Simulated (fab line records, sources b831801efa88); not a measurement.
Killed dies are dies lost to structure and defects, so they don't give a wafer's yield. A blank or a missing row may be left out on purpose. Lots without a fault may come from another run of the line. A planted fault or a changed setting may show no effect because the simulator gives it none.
fab line records | flow sfq_line
record lots=6 wafers=18 last_day=92
route steps=325 shown I1@77 M2@88
lots that met no fault: from a run of the same line without faults
start_h: hours from the record's first day to the start of the lot's first wafer shown | wait_h: hours since the lot's step before | " the same as in the row above | L1.1+2: a row that stands for several wafers | - no value, or no start given | * or withheld: withheld | < > ~ a bound
route shown NAME@n: a module of which the file shows steps, and the number in the route of the first | usual: mean/standard deviation of fault-free wafers | same: alike in all rows | chamber/n: place in a boat | sites: the reading at each site | _std_site: their standard deviation | _edge_site: outer sites' mean less inner sites' | radius_mm: how far each site lies from the wafer's centre | mask NAME#n: copy n | behind: the tool/chamber that last shaped the wafer | hold: why the lot was held/for how many hours/how that ended | device: the transistor (n, p or np) that didn't switch | end of line: the same wafers' tests at the end of the route | a step without rows: its recipe alone | killed: dies lost to structure and defects at the first sort, not the wafer's yield | map: a wafer's dies, x killed, . not, _ none there
set.NAME: the setting as run; set.NAME@STEP: as run at that earlier step | model.NAME: the simulator's own value behind a step, which no gauge read
lots at some steps of the route; a table a step, a row a wafer
services: from which hour (start_h, from the record's first day; less than 0 if before it) a tool's chamber was out of use, for how many hours, and why
## steps
# step SFQ_TRILAYER_I1_VIA_LITHO_COAT_054
# recipe resist=BARC spin_rpm=3000 resist_thk_nm=62
# step SFQ_TRILAYER_I1_VIA_LITHO_COAT_049
# recipe resist=KrF spin_rpm=3000 resist_thk_nm=650
# step SFQ_TRILAYER_I1_VIA_LITHO_SOFTBAKE_053
# recipe temp_c=withheld time_s=withheld resist=KrF
# step SFQ_TRILAYER_I1_VIA_LITHO_EXPOSE_050
# recipe mask_id=I1 na=0.6 source_shape=conventional sigma_outer=0.65 target_cd_nm=500 dose_mj=21.3
# step SFQ_TRILAYER_I1_VIA_LITHO_PEB_052
# recipe peb_temp_c=115 peb_time_s=60 resist=KrF
# step SFQ_TRILAYER_I1_VIA_LITHO_DEVELOP_051
# recipe time_s=60 resist=KrF
# step SFQ_I1_OVL_MEAS_913
# usual I1_OVL=1/5.3
# columns lot.wafer tool chamber start_h wait_h I1_OVL[nm]
L816.1 overlay-01 - 723.13 0.1 0
L816.2 " - " " 0
L816.6 " - " " -4
L817.4 overlay-01 - 730.35 0.1 -3
L817.5 " - " " 4
L817.6 " - " " 1
L818.2 overlay-01 - 746.06 0.1 4
L818.5 " - " " 6
L818.6 " - " " 5
L824.3 overlay-01 - 830.58 0.1 2
L824.4 " - " " 6
L824.6 " - " " 7
L833.1 overlay-02 - 898.14 0.1 5
L833.4 " - " " 1
L833.6 " - " " -1
L838.2 overlay-02 - 951.20 0.1 5
L838.4 " - " " 4
L838.6 " - " " 10
# step SFQ_TRILAYER_I1_VIA_BARC_OPEN_VIA_ETCH_071
# recipe mask_material=PR chemistry=O2 target_depth_nm=125 target=BARC source_w=500 bias_w=80 pressure_mtorr=30 time_s=41.7
# usual drypump_motor_current_A=5.8/0.49 oes_product_au=0.685/0.0045
# columns lot.wafer tool chamber start_h wait_h drypump_motor_current_A oes_product_au rf_hours_counter_h
L816.1 rie_diel-01 2 723.17 0.0 5.9 0.680 7
L816.2 " 0 " " 5.6 0.682 2
L816.6 " 0 " " 5.6 0.688 -
L817.4 rie_diel-01 3 730.37 0.0 6.3 0.682 5
L817.5 " 2 " " 5.9 0.689 -
L817.6 " 1 " " 6.7 0.686 -
L818.2 rie_diel-02 1 746.09 0.0 4.9 0.688 26
L818.5 " 0 " " 5.7 0.681 -
L818.6 " 1 " " 4.8 0.684 -
L824.3 rie_diel-01 0 830.60 0.0 5.6 0.689 4
L824.4 " 3 " " 6.4 0.682 7
L824.6 " 2 " " 5.9 0.685 -
L833.1 rie_diel-02 2 898.18 0.0 6.0 0.696 6
L833.4 " 2 " " 6.0 0.684 -
L833.6 " 1 " " 4.9 0.689 -
L838.2 rie_diel-02 3 951.23 0.0 5.2 0.692 10
L838.4 " 2 " " 6.0 0.687 7
L838.6 " 0 " " 5.6 0.685 -
# step SFQ_TRILAYER_I1_VIA_ETCH_VIA_ETCH_052
# recipe target=SiO2 stop_on=Nb mask_material=PR taper_deg=20 chemistry=CHF3 target_depth_nm=260 source_w=500 bias_w=80 pressure_mtorr=30 time_s=withheld
# usual drypump_motor_current_A=5.8/0.49 oes_product_au=0.854/0.0048
# columns lot.wafer tool chamber start_h wait_h drypump_motor_current_A oes_product_au
L816.1 rie_diel-01 2 723.20 0.0 5.9 0.854
L816.2 " 0 " " 5.6 0.857
L816.6 " 0 " " 5.5 0.850
L817.4 rie_diel-01 3 730.40 0.0 6.4 0.863
L817.5 " 2 " " 5.9 0.857
L817.6 " 1 " " 6.7 0.854
L818.2 rie_diel-02 1 746.13 0.0 4.9 0.854
L818.5 " 0 " " 5.6 0.850
L818.6 " 1 " " 4.8 0.856
L824.3 rie_diel-01 0 830.64 0.0 5.6 0.856
L824.4 " 3 " " 6.3 0.846
L824.6 " 2 " " 5.9 0.852
L833.1 rie_diel-02 2 898.22 0.0 6.0 0.842
L833.4 " 2 " " 6.0 0.861
L833.6 " 1 " " 4.9 0.858
L838.2 rie_diel-02 3 951.27 0.0 5.2 0.851
L838.4 " 2 " " 6.0 0.853
L838.6 " 0 " " 5.6 0.853
# step SFQ_TRILAYER_I1_VIA_STRIP_STRIP_053
# recipe gas=O2 power_w=200 platen_temp_c=40 overash_fraction=0.65 chemistry=O2 pressure_mtorr=50
# usual drypump_motor_current_A=5.70/0.24 oes_product_au=1.000/0.0076
# columns lot.wafer tool chamber start_h wait_h drypump_motor_current_A oes_product_au rf_hours_counter_h
L816.1 rie_metal-02 1 723.32 - 5.77 1.001 118
L816.2 " 0 " " 5.98 1.000 11
L816.6 " 1 " " 5.74 1.000 -
L817.4 rie_metal-03 0 730.72 - 5.59 0.996 -
L817.5 " 0 " " 5.59 0.991 -
L817.6 " 1 " " 5.30 1.004 -
L818.2 rie_metal-01 1 746.24 - 5.72 0.993 68
L818.5 " 0 " " 5.79 0.987 -
L818.6 " 1 " " 5.75 1.000 -
L824.3 rie_metal-03 0 830.96 - 5.61 1.000 -
L824.4 " 1 " " 5.32 1.013 -
L824.6 " 1 " " 5.30 1.001 -
L833.1 rie_metal-01 1 898.33 - 5.71 0.997 90
L833.4 " 1 " " 5.73 0.995 -
L833.6 " 0 " " 5.82 0.994 -
L838.2 rie_metal-02 1 951.38 - 5.77 0.997 13
L838.4 " 0 " " 5.98 1.001 -
L838.6 " 0 " " 6.03 0.998 -
# step SFQ_TRILAYER_I1_VIA_STRIP_SOLV_CLEAN_054
# recipe chemistry=NMP temp_c=70 time_s=600
# step SFQ_TRILAYER_M2_DEP_PRE_CLEAN_056
# recipe gas=Ar time_s=22.5 bias_v=250
# step SFQ_TRILAYER_M2_DEP_SPUTTER_055
# recipe material=Nb base_pressure_pa=1.33e-06 chamber_pressure_pa=0.1333 substrate_temp_c=20 resputter_cathode_voltage_v=400 target_thk_nm=200 power_w=2000 time_s=133.3
# usual base_pressure_pa=1.33e-06/1e-07 throttle_valve_pct=29.8/0.69
# columns lot.wafer tool chamber start_h wait_h base_pressure_pa throttle_valve_pct
L816.1 pvd_sputter-04 - 724.12 0.0 1.62e-06 29.2
L816.2 " - " " 1.65e-06 28.8
L816.6 " - " " 1.39e-06 30.6
L817.4 pvd_sputter-06 - 731.32 0.0 1.4e-06 31.2
L817.5 " - " " 1.27e-06 29.8
L817.6 " - " " 1.29e-06 31.2
L818.2 pvd_sputter-05 - 747.05 0.0 1.1e-06 30.2
L818.5 " - " " 1.29e-06 29.0
L818.6 " - " " 1.43e-06 30.3
L818.2 pvd_sputter-05 - 747.30 0.2 1.37e-06 30.4
L818.5 " - " " 1.31e-06 29.1
L818.6 " - " " 1.24e-06 30.3
L824.3 pvd_sputter-04 - 831.74 0.0 1.32e-06 29.0
L824.4 " - " " 1.42e-06 30.6
L824.6 " - " " 1.36e-06 28.9
L824.3 pvd_sputter-04 - 831.99 0.2 1.21e-06 28.7
L824.4 " - " " 1.37e-06 30.7
L824.6 " - " " 1.39e-06 28.9
L833.1 pvd_sputter-05 - 899.14 0.0 1.46e-06 30.2
L833.4 " - " " 1.3e-06 29.8
L833.6 " - " " 1.23e-06 30.2
L838.2 pvd_sputter-05 - 952.19 0.0 1.37e-06 30.5
L838.4 " - " " 1.36e-06 30.6
L838.6 " - " " 1.23e-06 29.1
# step SFQ_M2_RS_MEAS_914
# recipe thk_meas_gauge=four-point-probe reads=Nb_of_TRILAYER_M2_DEP_SPUTTER_055
# usual M2_NB_RS=0.894/0.0095
# columns lot.wafer tool chamber start_h wait_h M2_NB_RS[ohm/sq]
L816.1 film_metro-01 - 724.21 0.0 0.887
L816.2 " - " " 0.884
L816.6 " - " " 0.891
L817.4 film_metro-01 - 731.47 0.1 0.893
L817.5 " - " " 0.903
L817.6 " - " " 0.903
L818.2 film_metro-03 - 747.42 0.1 0.449
L818.5 " - " " 0.447
L818.6 " - " " 0.447
L824.3 film_metro-02 - 832.12 0.1 0.438
L824.4 " - " " 0.442
L824.6 " - " " 0.440
L833.1 film_metro-01 - 899.23 0.0 0.909
L833.4 " - " " 0.902
L833.6 " - " " 0.902
L838.2 film_metro-03 - 952.30 0.1 0.900
L838.4 " - " " 0.900
L838.6 " - " " 0.897
# step SFQ_TRILAYER_M2_LITHO_COAT_062
# recipe resist=BARC spin_rpm=3000 resist_thk_nm=62
# step SFQ_TRILAYER_M2_LITHO_COAT_057
# recipe resist=KrF spin_rpm=3000 resist_thk_nm=600
# step SFQ_TRILAYER_M2_LITHO_SOFTBAKE_061
# recipe temp_c=withheld time_s=withheld resist=KrF
# step SFQ_TRILAYER_M2_LITHO_EXPOSE_058
# recipe mask_id=M2 na=0.6 source_shape=conventional sigma_outer=0.65 target_cd_nm=500 dose_mj=14.4
# step SFQ_TRILAYER_M2_LITHO_PEB_060
# recipe peb_temp_c=115 peb_time_s=60 resist=KrF
# step SFQ_TRILAYER_M2_LITHO_DEVELOP_059
# recipe time_s=60 resist=KrF
# step SFQ_M2_OVL_MEAS_916
# usual M2_OVL=-2/5.8
# columns lot.wafer tool chamber start_h wait_h M2_OVL[nm]
L816.1 overlay-02 - 872.82 0.1 -4
L816.2 " - " " -8
L816.6 " - " " -2
L817.4 overlay-01 - 883.76 0.1 0
L817.5 " - " " 0
L817.6 " - " " 5
L818.2 overlay-01 - 896.95 0.1 -10
L818.5 " - " " -15
L818.6 " - " " -14
L824.3 overlay-01 - 978.72 0.1 -9
L824.4 " - " " -12
L824.6 " - " " -9
L833.1 overlay-01 - 1051.61 0.1 -7
L833.4 " - " " -1
L833.6 " - " " 2
L838.2 overlay-02 - 1095.30 0.1 -6
L838.4 " - " " -7
L838.6 " - " " -6
# step SFQ_TRILAYER_M2_BARC_OPEN_METAL_ETCH_077
# recipe mask_material=PR chemistry=O2 target_depth_nm=125 target=BARC icp_w=600 bias_w=80 pressure_mtorr=10 time_s=41.7
# usual drypump_motor_current_A=5.54/0.23 oes_product_au=0.685/0.0043
# columns lot.wafer tool chamber start_h wait_h drypump_motor_current_A oes_product_au rf_hours_counter_h
L816.1 rie_metal-01 0 872.85 0.0 5.82 0.684 10
L816.2 " 1 " " 5.72 0.680 88
L816.6 " 1 " " 5.70 0.693 -
L817.4 rie_metal-04 0 883.80 0.0 5.17 0.679 -
L817.5 " 1 " " 5.34 0.689 -
L817.6 " 0 " " 5.17 0.691 -
L818.2 rie_metal-03 1 897.00 0.0 5.28 0.689 -
L818.5 " 1 " " 5.29 0.680 -
L818.6 " 1 " " 5.32 0.680 -
L824.3 rie_metal-01 0 978.76 0.0 5.81 0.688 -
L824.4 " 1 " " 5.68 0.683 -
L824.6 " 0 " " 5.80 0.698 -
L833.1 rie_metal-04 0 1051.64 0.0 5.17 0.685 97
L833.4 " 1 " " 5.32 0.688 -
L833.6 " 1 " " 5.35 0.690 -
L838.2 rie_metal-03 0 1095.33 0.0 5.60 0.688 65
L838.4 " 0 " " 5.55 0.684 -
L838.6 " 1 " " 5.36 0.687 -
# step SFQ_TRILAYER_M2_ETCH_METAL_ETCH_060
# recipe target=Nb stop_on=SiO2 mask_material=PR chemistry=Cl2/Ar target_depth_nm=240 icp_w=600 bias_w=80 pressure_mtorr=10 time_s=120
# usual drypump_motor_current_A=5.54/0.23 oes_product_au=0.892/0.0067
# columns lot.wafer tool chamber start_h wait_h drypump_motor_current_A oes_product_au rf_hours_counter_h model.etch.depth_nm model.M2.feature_depth_nm
L816.1 rie_metal-01 0 872.91 0.0 5.83 0.891 10 200.6 200.6
L816.2 " 1 " " 5.72 0.892 88 200.9 200.9
L816.6 " 1 " " 5.72 0.895 - 199.6 199.6
L817.4 rie_metal-04 0 883.88 0.1 5.16 0.889 - 199.4 199.4
L817.5 " 1 " " 5.35 0.887 - 197.4 197.4
L817.6 " 0 " " 5.17 0.890 - 197.4 197.4
L818.2 rie_metal-03 1 897.14 0.1 5.30 1.012 - 243.1 243.1
L818.5 " 1 " " 5.33 1.008 - 241.1 241.1
L818.6 " 1 " " 5.31 1.005 - 240.1 240.1
L824.3 rie_metal-01 0 978.84 0.1 5.79 0.992 - 237.7 237.7
L824.4 " 1 " " 5.73 0.988 - 236.9 236.9
L824.6 " 0 " " 5.78 0.999 - 239.2 239.2
L833.1 rie_metal-04 0 1051.70 0.0 5.17 0.890 97 195.7 195.7
L833.4 " 1 " " 5.37 0.890 - 197.9 197.9
L833.6 " 1 " " 5.36 0.894 - 197.3 197.3
L838.2 rie_metal-03 0 1095.39 0.0 5.62 0.893 65 197.7 197.7
L838.4 " 0 " " 5.64 0.878 - 197.4 197.4
L838.6 " 1 " " 5.32 0.888 - 197.7 197.7
# step SFQ_TRILAYER_M2_STRIP_STRIP_061
# recipe gas=O2 power_w=200 platen_temp_c=40 overash_fraction=0.65 chemistry=O2 pressure_mtorr=50
# usual drypump_motor_current_A=5.54/0.23 oes_product_au=1.000/0.0065
# columns lot.wafer tool chamber start_h wait_h drypump_motor_current_A oes_product_au rf_hours_counter_h
L816.1 rie_metal-01 0 873.04 0.1 5.82 1.005 10
L816.2 " 1 " " 5.72 0.998 88
L816.6 " 1 " " 5.71 0.992 -
L817.4 rie_metal-04 0 884.16 0.2 5.17 1.000 -
L817.5 " 1 " " 5.32 1.001 -
L817.6 " 0 " " 5.18 1.000 -
L818.2 rie_metal-03 1 897.55 0.4 5.33 1.000 -
L818.5 " 1 " " 5.32 1.004 -
L818.6 " 1 " " 5.33 1.004 -
L824.3 rie_metal-01 0 979.13 0.2 5.81 1.005 -
L824.4 " 1 " " 5.73 0.988 -
L824.6 " 0 " " 5.83 0.995 -
L833.1 rie_metal-04 0 1051.83 0.1 5.16 1.002 97
L833.4 " 1 " " 5.31 0.993 -
L833.6 " 1 " " 5.32 0.989 -
L838.2 rie_metal-03 0 1095.52 0.1 5.58 0.988 65
L838.4 " 0 " " 5.58 0.999 -
L838.6 " 1 " " 5.31 1.003 -
## services
# columns tool chamber start_h hours kind
pvd_sputter-05 - 710.76 5.5 repair
rie_metal-03 - 714.97 14.6 pm
rie_diel-01 2 746.51 2.6 repair
rie_metal-03 - 751.65 1.4 pm
rie_metal-04 1 758.70 13.0 repair
rie_metal-03 - 773.12 2.8 pm
rie_diel-01 3 774.19 4.8 repair
rie_metal-01 0 781.02 1.5 repair
rie_metal-01 1 788.40 7.7 repair
pvd_sputter-05 - 793.38 1.7 repair
rie_diel-01 - 814.22 0.5 repair
rie_diel-01 - 815.91 2.8 pm
rie_metal-01 - 883.02 14.6 pm
rie_metal-03 0 894.67 8.5 repair
rie_diel-02 0 895.12 5.8 repair
rie_metal-01 - 906.70 1.4 repair
rie_diel-02 1 916.69 10.2 repair
rie_diel-01 1 919.70 11.4 repair
rie_diel-02 3 927.89 4.5 repair
rie_metal-04 - 945.19 0.2 repair
rie_metal-03 - 982.92 0.6 repair
rie_metal-03 0 1014.13 8.9 repair
rie_metal-04 0 1058.15 8.0 repair
rie_diel-01 - 1078.51 0.2 repair
## key
first_sign step=SFQ_TRILAYER_M2_DEP_SPUTTER_055 reading=visit direction=added
effect step=SFQ_M2_RS_MEAS_914 reading=M2_NB_RS direction=down sigmas=47 usual=0.894 struck=0.444
effect step=SFQ_TRILAYER_M2_ETCH_METAL_ETCH_060 reading=oes_product_au direction=up sigmas=16 usual=0.892 struck=1.001
model_effect step=SFQ_TRILAYER_M2_ETCH_METAL_ETCH_060 value=etch.depth_nm without=199.7 struck=239.7
met_at SFQ_TRILAYER_M2_DEP_SPUTTER_055
struck_wafers L818.2,L818.5,L818.6,L824.3,L824.4,L824.6
fault kind=repeated_step_whole tool=pvd_sputter-04,pvd_sputter-05,pvd_sputter-06 chamber=- onset_h=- steps=SFQ_TRILAYER_M2_DEP_SPUTTER_055 times=1 scope=struck_lots_only
